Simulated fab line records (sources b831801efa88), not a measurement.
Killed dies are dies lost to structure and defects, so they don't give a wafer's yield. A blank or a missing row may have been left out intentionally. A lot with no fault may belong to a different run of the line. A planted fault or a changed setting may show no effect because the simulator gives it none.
The same fault as seen by 2 desks    flow sky130    what lay behind the numbers comes last; until then each desk has only its own

AT THE METROLOGY DESK
Lot by lot, what the gauges showed, no matter which tool ran the lot: averages of those sampled wafers that carry a number. The brackets show how far a lot's mean lies from the usual mean; more than 4 standard deviations puts the lot out of limits, marked OUT.
Columns: A = LDD_HVN_OVL at SKY_LDD_HVN_OVL_MEAS_07, usual -0.3 nm; B = cd-nm at SKY_POLY_CUT_CD_MEAS_08, usual 269.9 nm
lot   first seen here  A     B
L414  day 21 22:32     0.7   270.3
L415  day 22 11:02     2.4   271.1
L416  day 22 12:17     -0.3  269.0
L419  day 23 11:26     -0.1  270.1
L421  day 24 08:01     0.3   270.7
L425  day 25 13:26     -1.7  269.8
L426  day 25 23:20     -0.8  271.9
L428  day 26 10:30     -2.0  269.8
L429  day 26 19:41     -0.7  269.6
L430  day 27 06:44     -0.1  271.0
L431  day 27 09:31     -1.1  268.0
L433  day 28 07:20     0.3   270.6
L434  day 28 12:32     0.9   269.0
Finding of this desk: none of the 13 lots has anything out of limits.

AT THE TOOL OWNER'S DESK: implanter-01
For each lot that ran on this tool, the mean over its sampled wafers that have a number, from the tool's own readings at SKY_LDD_LDN_IMPLANT_09. The brackets show how far a lot's mean lies from the usual mean; more than 4 standard deviations puts the lot out of limits, marked OUT.
Columns: A = dose-ions-cm2 at SKY_LDD_LDN_IMPLANT_09, usual 1.2502e+13; B = faraday-current-uA at SKY_LDD_LDN_IMPLANT_09, usual 70.6; C = rotation-deg at SKY_LDD_LDN_IMPLANT_09, usual 113.01 degrees
lot   first seen here  A                             B               C
L415  day 24 22:54     1.2488e+13                    72.0            113.01
L419  day 25 23:44     5.1610e+12 (-99 or more) OUT  28.9 (-30) OUT  113.01
L421  day 26 19:28     5.1580e+12 (-99 or more) OUT  29.3 (-29) OUT  112.99
L430  day 29 15:54     1.2493e+13                    70.8            112.99
L431  day 29 17:45     1.2506e+13                    71.1            113.01
L434  day 30 20:58     1.2485e+13                    69.8            113.02
This desk's finding: out of limits on L419, L421; first on L419, day 25 23:44 (dose-ions-cm2 at SKY_LDD_LDN_IMPLANT_09). L415, L430, L431, L434: within limits.

BROUGHT TOGETHER
The tool owner's desk had the chance to raise an alarm at day 25 23:44 on L419, L421.
Metrology desk: nothing out of limits seen.
The metrology desk has L419, L421 on record, within its limits.
The lots listed all ran SKY_LDD_LDN_IMPLANT_09 on implanter-01.

WHAT WAS PUT IN BY THE SIMULATOR
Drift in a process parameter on implanter-01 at SKY_LDD_LDN_IMPLANT_09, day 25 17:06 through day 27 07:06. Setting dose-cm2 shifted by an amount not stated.
Lots struck among those shown: L419, L421.
Delay in hours, fault start to first out-of-limits reading, by desk: the tool owner's desk at 7.
